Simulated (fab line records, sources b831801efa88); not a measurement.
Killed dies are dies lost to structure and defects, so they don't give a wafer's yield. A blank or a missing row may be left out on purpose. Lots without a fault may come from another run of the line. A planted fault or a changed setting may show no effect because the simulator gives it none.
Tool commonality check | flow gf180mcu | 11 lots, 33 wafers sampled

WHY IT WAS OPENED
At GF_STI_THK_MEAS_04 the reading STI_CVD_03_THK is flagged on 2 of 11 lots. Wafers without a fault read 207.7 nm, standard deviation 1.8.
Rule: a lot is flagged when every wafer of it that has a number lies more than 4 standard deviations from that mean, or none has a number. The other lots count as sound.

lot  | measured    | on            | STI_CVD_03_THK (nm), wafer by wafer | flag
L862 | day 1 18:34 | film_metro-04 | 205.9 207.4 207.1                   |
L864 | day 2 04:34 | film_metro-03 | 207.7 207.2 207.6                   |
L865 | day 2 09:34 | film_metro-03 | 209.6 209.6 208.9                   |
L867 | day 2 19:34 | film_metro-02 | 206.9 206.8 209.0                   |
L868 | day 3 01:50 | film_metro-03 | 204.6 205.0 206.5                   |
L869 | day 3 06:11 | film_metro-02 | 207.6 208.9 209.5                   |
L870 | day 3 10:34 | film_metro-04 | 217.3 217.6 218.2                   | FLAGGED
L871 | day 3 16:02 | film_metro-02 | 219.8 220.9 220.4                   | FLAGGED
L872 | day 3 20:39 | film_metro-04 | 208.8 207.8 206.3                   |
L881 | day 5 19:01 | film_metro-04 | 208.7 209.8 208.3                   |
L883 | day 6 03:35 | film_metro-04 | 206.3 209.0 207.3                   |
The numbers of the flagged lots are 219.0 nm on average: +11.3 nm against the usual, or +6 standard deviations.

WHICH TOOL RAN EACH LOT
The record holds 1 process step before the reading, out of a route of 602 steps. In each cell: the tool, then ch and the chambers that the sampled wafers went through, then the start.
lot  | flag    | GF_STI_CVD_03
L862 |         | lpcvd-02 ch 0, day 1 16:34
L864 |         | lpcvd-01 ch 0, day 2 02:34
L865 |         | lpcvd-01 ch 1, day 2 07:34
L867 |         | lpcvd-01 ch 0, day 2 17:34
L868 |         | lpcvd-02 ch 0, day 2 23:50
L869 |         | lpcvd-02 ch 0, day 3 04:11
L870 | FLAGGED | lpcvd-02 ch 0, day 3 08:34
L871 | FLAGGED | lpcvd-02 ch 0, day 3 14:01
L872 |         | lpcvd-01 ch 0, day 3 18:40
L881 |         | lpcvd-01 ch 0, day 5 17:01
L883 |         | lpcvd-01 ch 0, day 6 01:34
What these steps do:
- GF_STI_CVD_03: deposits Si3N4 from DCS/NH3, target thk 207.16 nm, time 3551 s.
- GF_STI_THK_MEAS_04

FLAGGED OVER TOTAL, TOOL BY TOOL (the gauges that took the reading come last)
step               | tool          | lots run | flagged | share of the flagged lots | sound lots run after its first flagged lot
GF_STI_CVD_03      | lpcvd-01      | 6        | 0       | none                      | -
GF_STI_CVD_03      | lpcvd-02      | 5        | 2       | all                       | 0
GF_STI_THK_MEAS_04 | film_metro-02 | 3        | 1       | some                      | 0
GF_STI_THK_MEAS_04 | film_metro-03 | 3        | 0       | none                      | -
GF_STI_THK_MEAS_04 | film_metro-04 | 5        | 1       | some                      | 3 (L872,L881,L883)

WHAT THE TABLE ALLOWS
1 row of the table ran every flagged lot: lpcvd-02 at GF_STI_CVD_03.
- lpcvd-02 at GF_STI_CVD_03: 2 of its 5 lots flagged. Its last sound lot is L869 (day 3 04:11), its first flagged lot L870 (day 3 08:34): a fault that began between those two fits. Its own readings lie more than 4 standard deviations out on every wafer of the flagged lots: pressure_mtorr.
One tool is left: lpcvd-02 at GF_STI_CVD_03.

WHAT THE SIMULATOR HAD PUT IN
Process parameter drift: lpcvd-02, from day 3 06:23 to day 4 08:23, at GF_STI_CVD_03. Setting pressure_mtorr, moved by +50, from 250. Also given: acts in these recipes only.
Lots struck among those shown: L870, L871. The rule above found the same.
